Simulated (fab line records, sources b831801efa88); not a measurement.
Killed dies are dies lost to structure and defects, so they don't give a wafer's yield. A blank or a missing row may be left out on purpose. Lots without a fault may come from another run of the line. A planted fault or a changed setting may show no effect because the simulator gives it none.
fab line records | flow sfq_line
record lots=15 wafers=45 last_day=87
route steps=325 shown JJ@192 A5B@210 R5@215
lots that met no fault: from a run of the same line without faults
start_h: hours from the record's first day to the start of the lot's first wafer shown | wait_h: hours since the lot's step before | " the same as in the row above | L1.1+2: a row that stands for several wafers | - no value, or no start given | * or withheld: withheld | < > ~ a bound
route shown NAME@n: a module of which the file shows steps, and the number in the route of the first | usual: mean/standard deviation of fault-free wafers | same: alike in all rows | chamber/n: place in a boat | sites: the reading at each site | _std_site: their standard deviation | _edge_site: outer sites' mean less inner sites' | radius_mm: how far each site lies from the wafer's centre | mask NAME#n: copy n | behind: the tool/chamber that last shaped the wafer | hold: why the lot was held/for how many hours/how that ended | device: the transistor (n, p or np) that didn't switch | end of line: the same wafers' tests at the end of the route | a step without rows: its recipe alone | killed: dies lost to structure and defects at the first sort, not the wafer's yield | map: a wafer's dies, x killed, . not, _ none there
set.NAME: the setting as run; set.NAME@STEP: as run at that earlier step | model.NAME: the simulator's own value behind a step, which no gauge read
steps of the route over a sample of lots; a table a step, a row a wafer
services: from which hour (start_h, from the record's first day; less than 0 if before it) a tool's chamber was out of use, for how many hours, and why
## steps
# step SFQ_TRILAYER_JJ_CE_METRO_MEASURE_117
# usual cd_nm=699.8/1.1
# columns lot.wafer tool chamber start_h wait_h cd_nm
L264.2 cd_sem-02 - 1052.69 0.2 699.3
L264.4 " - " " 700.3
L264.5 " - " " 699.9
L268.2 cd_sem-02 - 1227.88 0.2 699.4
L268.3 " - " " 700.3
L268.4 " - " " 699.1
L270.1 cd_sem-02 - 1365.83 0.0 698.7
L270.3 " - " " 699.0
L270.5 " - " " 698.9
L271.2 cd_sem-01 - 1368.43 0.2 700.6
L271.3 " - " " 700.4
L271.5 " - " " 700.8
L272.2 cd_sem-02 - 1374.79 0.2 698.6
L272.4 " - " " 699.0
L272.6 " - " " 698.0
L273.1 cd_sem-01 - 1378.19 0.0 698.9
L273.3 " - " " 699.1
L273.6 " - " " 699.3
L274.1 cd_sem-02 - 1383.11 0.0 699.2
L274.2 " - " " 698.8
L274.4 " - " " 699.3
L275.1 cd_sem-01 - 1385.51 0.0 697.7
L275.3 " - " " 700.5
L275.4 " - " " 700.3
L277.3 cd_sem-01 - 1390.84 0.4 699.7
L277.4 " - " " 698.8
L277.5 " - " " 699.4
L278.2 cd_sem-02 - 1391.84 0.2 700.7
L278.3 " - " " 700.2
L278.6 " - " " 700.3
L279.2 cd_sem-01 - 1393.04 0.2 700.8
L279.4 " - " " 700.3
L279.6 " - " " 700.1
L280.1 cd_sem-02 - 1394.04 0.0 697.9
L280.2 " - " " 699.8
L280.5 " - " " 700.4
L281.1 cd_sem-01 - 1432.59 0.0 700.9
L281.2 " - " " 701.5
L281.3 " - " " 702.4
L283.1 cd_sem-01 - 1444.59 0.0 697.4
L283.2 " - " " 699.7
L283.3 " - " " 698.6
L285.3 cd_sem-01 - 1751.43 0.4 701.6
L285.5 " - " " 700.8
L285.6 " - " " 702.7
# step SFQ_TRILAYER_A5B_CMP_CMP_130
# recipe stop_on=Nb down_force_psi=3 platen_rpm=60 target_thk_nm=340.7
# usual edge_zone_pressure_frac=0.999/0.005 head_pressure_psi=3.000/0.0061 motor_current_A=10.4/1.1 slurry_flow_ml_min=150.0/0.47
# columns lot.wafer tool chamber start_h wait_h edge_zone_pressure_frac head_pressure_psi motor_current_A slurry_flow_ml_min
L264.4 cmp-01 0 1185.32 0.6 0.999 3.007 9.4 149.2
L264.2 " 2 1186.32 1.7 0.995 2.994 11.7 149.3
L264.5 " 0 1187.32 2.6 0.997 3.000 9.5 149.8
L268.3 cmp-01 1 1366.27 0.6 0.995 2.997 12.1 150.4
L268.2 " 3 1367.27 1.6 0.995 2.993 11.4 149.7
L268.4 " 0 " " 0.991 3.000 9.6 149.4
L270.1 cmp-01 3 1507.79 17.4 1.001 3.002 10.9 150.5
L270.3 " 0 " " 1.001 3.005 9.5 150.1
L270.5 " 0 1510.29 19.8 0.998 2.989 10.0 150.6
L271.2 cmp-01 0 1510.79 18.0 - - - -
L271.3 " 2 1511.79 19.0 - - - -
L271.5 " 1 1513.29 20.4 - - - -
L272.2 cmp-02 3 1515.07 18.3 - - - -
L272.4 " 1 1516.07 19.2 - - - -
L272.6 " 0 1517.57 20.7 - - - -
L273.1 cmp-01 2 1516.79 15.6 - - - -
L273.3 " 1 1518.29 17.1 - - - -
L273.6 " 2 " " - - - -
L274.1 cmp-02 1 1521.07 14.6 1.004 3.000 9.7 150.8
L274.4 " 2 " " 1.000 3.003 10.6 150.0
L274.2 " 0 1522.57 16.1 0.997 2.998 9.4 149.9
L275.3 cmp-01 2 1522.79 15.1 0.993 2.998 11.8 149.8
L275.4 " 3 " " 0.998 3.000 11.1 149.6
L275.1 " 0 " " 1.000 3.004 9.5 149.6
L277.3 cmp-01 2 1528.79 15.1 0.993 3.003 11.1 149.8
L277.4 " 0 1529.79 16.0 0.994 2.997 9.7 150.0
L277.5 " 2 1530.79 17.0 1.000 3.005 11.1 150.6
L278.3 cmp-02 1 1530.57 15.5 0.997 3.010 9.4 149.9
L278.2 " 2 " " 1.001 2.997 10.7 149.9
L278.6 " 0 1532.07 16.9 1.004 2.995 9.8 149.3
L279.2 cmp-01 2 1531.79 15.7 1.000 2.998 11.0 149.6
L279.4 " 0 1532.79 16.6 0.995 3.006 9.4 149.9
L279.6 " 2 1533.79 17.6 1.002 3.003 11.4 149.3
L280.1 cmp-02 1 1533.57 16.3 1.004 3.001 9.9 149.6
L280.2 " 3 1534.57 17.3 0.999 2.995 8.2 149.5
L280.5 " 0 " " 1.004 3.007 9.3 148.9
L281.3 cmp-01 0 1552.79 1.5 1.000 3.010 9.2 150.1
L281.2 " 2 1553.79 2.5 1.012 2.994 11.6 149.4
L281.1 " 3 " " 1.002 2.991 11.1 150.4
L283.1 cmp-01 1 1561.79 0.9 0.996 3.005 11.8 149.2
L283.3 " 3 1562.79 1.9 1.004 2.998 11.1 150.5
L283.2 " 0 " " 0.999 2.979 9.5 150.0
L285.3 cmp-01 0 1828.16 1.5 1.001 2.997 9.4 149.2
L285.5 " 1 " " 0.988 2.986 11.3 149.3
L285.6 " 2 " " 0.993 2.999 11.4 149.4
# step SFQ_TRILAYER_A5B_METRO_MEASURE_131
# usual thk_nm=340/5.2
# columns lot.wafer tool chamber start_h wait_h thk_nm
L264.2 film_metro-01 - 1188.52 1.7 343
L264.4 " - " " 348
L264.5 " - " " 347
L268.2 film_metro-02 - 1369.47 1.7 342
L268.3 " - " " 343
L268.4 " - " " 344
L270.1 film_metro-04 - 1510.79 2.5 340
L270.3 " - " " 341
L270.5 " - " " 347
L271.2 film_metro-04 - 1513.99 2.7 597
L271.3 " - " " 596
L271.5 " - " " 609
L272.2 film_metro-01 - 1518.27 2.7 595
L272.4 " - " " 602
L272.6 " - " " 610
L273.1 film_metro-01 - 1519.79 2.5 593
L273.3 " - " " 599
L273.6 " - " " 608
L274.1 film_metro-01 - 1524.07 2.5 344
L274.2 " - " " 343
L274.4 " - " " 343
L275.1 film_metro-02 - 1525.79 1.5 337
L275.3 " - " " 340
L275.4 " - " " 340
L277.3 film_metro-04 - 1532.19 2.9 344
L277.4 " - " " 339
L277.5 " - " " 345
L278.2 film_metro-02 - 1533.27 1.7 337
L278.3 " - " " 337
L278.6 " - " " 333
L279.2 film_metro-04 - 1534.99 2.7 341
L279.4 " - " " 338
L279.6 " - " " 341
L280.1 film_metro-01 - 1536.07 2.0 338
L280.2 " - " " 326
L280.5 " - " " 332
L281.1 film_metro-02 - 1555.79 1.0 337
L281.2 " - " " 343
L281.3 " - " " 343
L283.1 film_metro-01 - 1564.79 2.5 338
L283.2 " - " " 338
L283.3 " - " " 344
L285.3 film_metro-02 - 1830.06 1.4 336
L285.5 " - " " 342
L285.6 " - " " 333
# step SFQ_R5_RS_MEAS_933
# recipe thk_meas_gauge=four-point-probe reads=Ti_of_TRILAYER_R5_DEP_SPUTTER_134+MoNx_of_TRILAYER_R5_DEP_SPUTTER_133+Ti_of_TRILAYER_R5_DEP_SPUTTER_132
# usual R5_MONX_RS=7.01/0.067
# columns lot.wafer tool chamber start_h wait_h R5_MONX_RS[ohm/sq]
L264.2 film_metro-03 - 1189.63 0.0 7.12
L264.4 " - " " 7.05
L264.5 " - " " 7.16
L268.2 film_metro-03 - 1370.58 0.0 7.02
L268.3 " - " " 7.06
L268.4 " - " " 6.93
L270.1 film_metro-04 - 1512.08 0.0 7.03
L270.3 " - " " 7.07
L270.5 " - " " 6.96
L271.2 film_metro-03 - 1515.10 0.0 6.90
L271.3 " - " " 6.91
L271.5 " - " " 6.99
L272.2 film_metro-04 - 1519.39 0.0 6.99
L272.4 " - " " 6.97
L272.6 " - " " 7.01
L273.1 film_metro-03 - 1521.08 0.0 7.07
L273.3 " - " " 7.04
L273.6 " - " " 6.96
L274.1 film_metro-04 - 1525.37 0.0 7.04
L274.2 " - " " 7.05
L274.4 " - " " 7.02
L275.1 film_metro-04 - 1527.08 0.0 6.87
L275.3 " - " " 6.95
L275.4 " - " " 6.85
L277.3 film_metro-04 - 1533.12 0.0 7.05
L277.4 " - " " 7.09
L277.5 " - " " 7.08
L278.2 film_metro-03 - 1534.39 0.0 7.01
L278.3 " - " " 7.03
L278.6 " - " " 7.00
L279.2 film_metro-02 - 1536.10 0.0 7.00
L279.4 " - " " 6.86
L279.6 " - " " 6.97
L280.1 film_metro-04 - 1537.37 0.0 7.05
L280.2 " - " " 7.09
L280.5 " - " " 7.04
L281.1 film_metro-03 - 1557.08 0.0 7.04
L281.2 " - " " 6.94
L281.3 " - " " 7.01
L283.1 film_metro-03 - 1566.08 0.0 6.92
L283.2 " - " " 6.99
L283.3 " - " " 7.00
L285.3 film_metro-03 - 1830.99 0.0 7.09
L285.5 " - " " 7.05
L285.6 " - " " 6.92
# step SFQ_TRILAYER_R5_STRIP_STRIP_140
# recipe gas=O2 power_w=200 platen_temp_c=40 overash_fraction=0.65 chemistry=O2 pressure_mtorr=50
# usual drypump_motor_current_A=5.9/0.31 oes_product_au=0.999/0.01 platen_temp_c=39.99/0.12
# columns lot.wafer tool chamber start_h wait_h drypump_motor_current_A oes_product_au platen_temp_c rf_hours_counter_h
L264.2 rie_metal-03 1 1203.28 0.0 6.1 0.998 39.92 136
L264.4 " 0 " " 5.5 1.007 40.03 -
L264.5 " 1 " " 6.1 1.012 40.07 -
L268.2 rie_metal-03 1 1373.90 0.0 6.1 1.010 39.99 5
L268.3 " 1 " " 6.1 0.995 40.08 -
L268.4 " 0 " " 5.6 1.007 39.66 -
L270.1 rie_metal-01 0 1514.67 0.0 5.6 0.985 40.02 1
L270.3 " 0 " " 5.7 0.982 40.04 -
L270.5 " 1 " " 6.0 1.006 40.14 -
L271.2 rie_metal-02 1 1517.67 0.0 6.5 1.017 39.88 42
L271.3 " 1 " " 6.5 1.009 40.05 -
L271.5 " 0 " " 5.6 0.997 39.88 -
L272.2 rie_metal-01 1 1522.25 0.0 6.0 1.002 39.98 109
L272.4 " 1 " " 5.9 0.998 39.92 -
L272.6 " 1 " " 6.0 0.989 39.91 -
L273.1 rie_metal-02 1 1523.67 0.0 6.5 0.999 40.29 43
L273.3 " 0 " " 5.6 0.997 40.13 -
L273.6 " 1 " " 6.5 1.010 40.01 -
L274.1 rie_metal-03 0 1528.25 0.0 5.6 1.006 40.04 56
L274.2 " 1 " " 6.1 1.015 40.09 29
L274.4 " 1 " " 6.1 1.002 40.22 -
L275.1 rie_metal-01 0 1529.67 0.0 5.6 0.980 40.09 3
L275.3 " 1 " " 6.0 1.002 40.12 -
L275.4 " 0 " " 5.6 0.970 39.84 -
L277.3 rie_metal-01 1 1535.87 0.2 6.0 0.993 39.95 -
L277.4 " 0 " " 5.7 0.994 39.99 -
L277.5 " 0 " " 5.6 0.979 39.88 -
L278.2 rie_metal-03 0 1536.95 0.0 5.6 1.001 39.75 57
L278.3 " 0 " " 5.6 0.998 39.94 -
L278.6 " 0 " " 5.6 0.999 40.02 -
L279.2 rie_metal-01 1 1645.85 0.0 6.0 1.014 39.92 121
L279.4 " 1 " " 6.0 1.018 39.89 -
L279.6 " 0 " " 5.7 1.000 40.12 -
L280.1 rie_metal-01 0 1649.45 0.0 5.7 0.982 39.96 15
L280.2 " 1 " " 6.0 1.010 39.99 122
L280.5 " 1 " " 6.0 1.009 40.05 -
L281.1 rie_metal-01 1 1674.65 0.0 6.0 1.005 40.14 123
L281.2 " 0 " " 5.6 0.985 39.93 16
L281.3 " 0 " " 5.6 0.980 40.14 -
L283.1 rie_metal-02 0 1680.69 0.1 5.6 0.989 40.04 36
L283.2 " 1 " " 6.5 1.003 40.27 60
L283.3 " 0 " " 5.6 0.996 40.02 -
L285.3 rie_metal-03 1 1886.83 0.2 6.1 0.997 39.98 -
L285.5 " 1 " " 6.1 0.986 40.07 -
L285.6 " 0 " " 5.6 0.990 39.99 -
## services
# columns tool chamber start_h hours kind
cd_sem-01 - 1046.99 16.3 repair
cmp-01 - 1071.36 6.5 repair
cd_sem-01 - 1109.76 0.6 pm
cmp-01 - 1151.98 1.2 repair
cmp-01 - 1188.43 0.3 repair
cmp-01 - 1256.38 4.0 pm
cmp-01 - 1316.15 5.9 pm
cmp-01 - 1345.19 4.0 pm
cmp-01 - 1403.11 0.3 repair
cmp-01 - 1403.64 2.0 repair
cmp-01 - 1463.38 1.6 repair
cmp-01 - 1490.75 17.0 pm
cmp-01 - 1514.80 0.3 repair
cmp-01 - 1535.14 0.5 repair
cmp-01 - 1598.06 4.0 pm
cmp-01 - 1618.12 0.6 repair
cmp-01 - 1650.23 3.9 repair
cmp-01 - 1685.09 2.2 repair
cmp-01 - 1714.19 4.6 pm
cmp-01 - 1721.19 0.3 repair
cmp-01 - 1729.57 1.0 repair
cmp-01 - 1739.60 5.8 repair
cmp-01 - 1745.40 12.0 pm
cmp-01 - 1822.94 0.6 repair
## key
first_sign step=SFQ_TRILAYER_A5B_CMP_CMP_130 reading=tool_record direction=missing
effect step=SFQ_TRILAYER_A5B_METRO_MEASURE_131 reading=thk_nm direction=up sigmas=50 usual=340 struck=601
met_at SFQ_TRILAYER_A5B_CMP_CMP_130
struck_lots L271,L272,L273
not_acting_at SFQ_TRILAYER_JJ_CE_METRO_MEASURE_117,SFQ_R5_RS_MEAS_933,SFQ_TRILAYER_R5_STRIP_STRIP_140
onset_between 1507.79 1510.79
fault kind=skipped_step_whole tool=cmp-01,cmp-02 chamber=- onset_h=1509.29 steps=SFQ_TRILAYER_A5B_CMP_CMP_130 scope=struck_lots_only
